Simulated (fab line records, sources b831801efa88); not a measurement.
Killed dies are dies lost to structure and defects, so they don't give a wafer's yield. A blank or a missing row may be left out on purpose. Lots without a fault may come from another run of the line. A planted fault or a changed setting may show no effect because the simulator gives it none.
Which tool did it? | flow gf180mcu | 12 lots, 36 wafers sampled, at 4 steps of a route of 602

WHAT THE GAUGES READ, wafer by wafer
GF_V4_THK_MEAS_01.
lot  | measured     | on            | V4_CVD_00_THK (nm)
L808 | day 23 16:57 | film_metro-02 | 602 599 603
L809 | day 24 00:19 | film_metro-04 | 590 599 594
L811 | day 24 17:31 | film_metro-03 | 597 590 591
L812 | day 24 19:51 | film_metro-04 | 611 594 603
L815 | day 26 09:08 | film_metro-02 | 596 607 599
L823 | day 28 12:06 | film_metro-02 | 610 613 605
L826 | day 29 02:04 | film_metro-02 | 600 601 601
L827 | day 29 15:20 | film_metro-04 | 590 599 593
L828 | day 29 16:38 | film_metro-02 | 594 599 592
L829 | day 29 23:07 | film_metro-04 | 597 598 599
L830 | day 30 06:18 | film_metro-03 | 587 597 597
L831 | day 30 13:18 | film_metro-02 | 597 596 593

GF_V4_OVL_MEAS_15.
lot  | measured     | on         | V4_OVL (nm)
L808 | day 24 15:53 | overlay-01 | 2 -5 -8
L809 | day 24 22:58 | overlay-02 | 2 7 7
L811 | day 25 15:39 | overlay-02 | -4 -7 -6
L812 | day 25 17:37 | overlay-01 | 3 5 11
L815 | day 27 05:39 | overlay-02 | 6 -2 1
L823 | day 29 07:58 | overlay-01 | 4 3 10
L826 | day 29 21:34 | overlay-02 | 1 -1 -4
L827 | day 30 11:10 | overlay-02 | 3 1 -4
L828 | day 30 11:34 | overlay-01 | -2 -1 -5
L829 | day 30 18:13 | overlay-02 | 0 -11 -9
L830 | day 31 00:39 | overlay-02 | 6 -1 10
L831 | day 31 07:52 | overlay-02 | 8 4 -5

GF_MIM_THK_MEAS_06.
lot  | measured     | on            | MIM_CVD_05_THK (nm)
L808 | day 24 17:34 | film_metro-01 | 42.1 42.6 42.6
L809 | day 25 00:39 | film_metro-02 | 41.6 42.8 42.1
L811 | day 25 17:26 | film_metro-03 | 41.9 42.1 41.8
L812 | day 25 19:15 | film_metro-02 | 42.1 41.7 42.1
L815 | day 27 07:25 | film_metro-01 | 35.2 35.5 42.6
L823 | day 29 09:43 | film_metro-03 | 42.0 42.4 42.5
L826 | day 29 23:14 | film_metro-01 | 41.3 41.9 42.3
L827 | day 30 13:28 | film_metro-01 | 41.2 41.9 41.9
L828 | day 30 13:46 | film_metro-03 | 41.5 42.1 42.0
L829 | day 30 20:02 | film_metro-02 | 41.5 41.5 42.5
L830 | day 31 02:27 | film_metro-02 | 42.3 41.9 42.6
L831 | day 31 09:32 | film_metro-01 | 42.1 42.7 42.8

WHICH TOOL RAN EACH LOT (tool, then ch and the chambers of the sampled wafers, then the start)
lot  | GF_MIM_CVD_05
L808 | pecvd-03 ch 0,2, day 24 17:31
L809 | pecvd-03 ch 0,1, day 25 00:37
L811 | pecvd-02 ch 1,2, day 25 17:23
L812 | pecvd-03 ch 0,1,2, day 25 19:13
L815 | pecvd-03 ch 0,1, day 27 07:23
L823 | pecvd-02 ch 0,1,2, day 29 09:41
L826 | pecvd-02 ch 1,2, day 29 23:12
L827 | pecvd-02 ch 0,1,2, day 30 13:25
L828 | pecvd-03 ch 0,2, day 30 13:43
L829 | pecvd-01 ch 0,1,2, day 30 20:00
L830 | pecvd-01 ch 0,1,2, day 31 02:25
L831 | pecvd-02 ch 0,2, day 31 09:29
- GF_MIM_CVD_05: deposits Si3N4, target thk 42 nm, time 29.086 s.

WHAT THE TOOLS THEMSELVES READ (means of the sampled wafers that have a number; where no wafer has one, the mark that the record gives instead)
GF_MIM_CVD_05.
lot  | tool     | heater_power_w (W) | run_length_s (s)
L808 | pecvd-03 | 669                | 57.0
L809 | pecvd-03 | 639                | 57.0
L811 | pecvd-02 | 599                | 56.9
L812 | pecvd-03 | 679                | 56.7
L815 | pecvd-03 | 631                | 54.2
L823 | pecvd-02 | 570                | 56.9
L826 | pecvd-02 | 626                | 56.8
L827 | pecvd-02 | 601                | 57.1
L828 | pecvd-03 | 678                | 56.7
L829 | pecvd-01 | 705                | 57.5
L830 | pecvd-01 | 705                | 56.9
L831 | pecvd-02 | 573                | 57.1

THE ANSWER, worked out from the rows above alone
Rule: what is usual is taken from the lots themselves. Put in order of their means at a reading, lots are off if they are a third of the lots or fewer, leave a main group of 4 or more, and stand apart from it by a gap of 3 or more times the standard deviation of the main group's means; of several such gaps the widest counts. A main group whose means are all the same, to the digits that the tables above print for the reading, isn't used. A lot without any number at a reading at which 4 lots or more have one is off too. The other lots that the step has rows for count as sound. The gauges are gone through in route order, then the tools' own readings, and for those a lot's mean is taken as printed above. The first step at which some lot is off is used, and at that step the reading that is off furthest; a lot without a number counts as furthest.
Off: L815, at GF_MIM_THK_MEAS_06 (MIM_CVD_05_THK). The main group: mean 42.1 nm, standard deviation 0.27.
A tool fits if, at a process step before that reading, it ran every lot that is off, and no sound lot after the first of them. The gauges at GF_MIM_THK_MEAS_06 aren't tried: what is off there is off at GF_MIM_CVD_05 too, on other tools, and a gauge's error can't cause that. None of those tried fits.

WHAT THE SIMULATOR HAD PUT IN
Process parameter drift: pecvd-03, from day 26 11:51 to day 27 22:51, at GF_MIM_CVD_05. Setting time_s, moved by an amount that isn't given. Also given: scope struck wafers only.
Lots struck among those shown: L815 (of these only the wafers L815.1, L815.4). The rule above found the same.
